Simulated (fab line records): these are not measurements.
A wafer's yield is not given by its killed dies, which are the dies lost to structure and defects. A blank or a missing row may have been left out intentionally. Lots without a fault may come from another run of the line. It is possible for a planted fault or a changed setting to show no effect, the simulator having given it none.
A struck lot beside a sound one	flow gf180mcu	14 out of 602 route steps
Sound: these wafers, L980.1, L980.2, L980.4. Struck: wafers L988.2, L988.4, L988.6. The cause is given at the end.
For every step that has rows: the tool of each side, followed by ch and its chambers, followed by its first start. Under that, the readings that differ: sound wafers	struck wafers	difference of the means	sigmas: that difference in standard deviations of wafers without a fault.
alike: words and numbers the same on both sides, and readings whose means are apart by under 2 such deviations; not compared: readings that were withheld, readings missing a value for some wafer, numbers with overlapping values and no deviation given by the record, and bounds like >300 which may hide the same value.
Wherever a step has rows on one side only, a row that says differs or no value, or a row with sigmas, the two part there. Numbers that don't overlap but have no deviation are shown without sigmas and don't part them. A reading missing from all wafers of one side parts the sides only when that side holds two or more wafers.

GF_M2_SPUTTER_00: material Ti, target thk 37.5 nm, time 150 s.
  sound on pvdSputter-03, day 19 08:54; struck on pvdSputter-02, day 22 05:34
  alike: cathodeDcPowerW, throttleValvePct
GF_M2_SPUTTER_01: material TiN, target thk 30 nm, time 25 s.
  sound on pvdSputter-03, day 19 09:00; struck on pvdSputter-02, day 22 05:40
  alike: cathodeDcPowerW, throttleValvePct
GF_M2_SPUTTER_02: material AlCu, target thk 450 nm, time 23.9 s.
  sound on pvdSputter-03, day 19 09:02; struck on pvdSputter-02, day 22 05:42
  alike: cathodeDcPowerW, throttleValvePct
GF_M2_SPUTTER_03: material Ti, target thk 10 nm, time 6.7 s.
  sound on pvdSputter-03, day 19 09:04; struck on pvdSputter-02, day 22 05:44
  alike: cathodeDcPowerW, throttleValvePct
GF_M2_SPUTTER_04: material TiN, target thk 50 nm, time 41.7 s.
  sound on pvdSputter-03, day 19 09:05; struck on pvdSputter-02, day 22 05:45
  alike: cathodeDcPowerW, throttleValvePct
GF_M2_RS_MEAS_05: uses a four-point probe to measure.
  sound on filmMetro-01, day 19 09:07; struck on filmMetro-03, day 22 05:49
reading	sound	struck	difference	sigmas
M2_ALCU_RS (ohm/sq)	0.0678 0.0684 0.0680	0.0699 0.0702 0.0703	+0.0021	+3
GF_M2_THK_MEAS_06: measures by xrf.
  sound on filmMetro-01, day 19 09:14; struck on filmMetro-03, day 22 05:55
reading	sound	struck	difference	sigmas
M2_ALCU_THK (nm)	462 458 461	449 450 448	-11	-3
then, 5 steps without rows for these wafers: GF_M2_DEHYDRATE_07 (time 60 s); GF_M2_HMDS_08 (prime time 60 s); GF_M2_COAT_09 (resist thk 1000 nm); GF_M2_SOFTBAKE_10 (time 60 s); GF_M2_EXPOSE_11 (exposes mask Metal2, target cd 280 nm).
GF_M2_PEB_12: peb time 90 s.
  sound on lithoTrack-04 ch 0, day 20 08:59; struck on lithoTrack-02, day 23 04:28
  no value came back on the struck wafers for chillPlateTempC (C), exhaustPa (Pa), resistLineTempC (C); on the sound wafers chillPlateTempC (C) reads 23.16 22.96 23.00
then, 1 step without rows for these wafers: GF_M2_DEVELOP_13 (develop time 60 s).

WHERE THEY PART
Last at GF_M2_PEB_12 as far as this record goes, first at GF_M2_RS_MEAS_05.

WHY: whatever the simulator had introduced
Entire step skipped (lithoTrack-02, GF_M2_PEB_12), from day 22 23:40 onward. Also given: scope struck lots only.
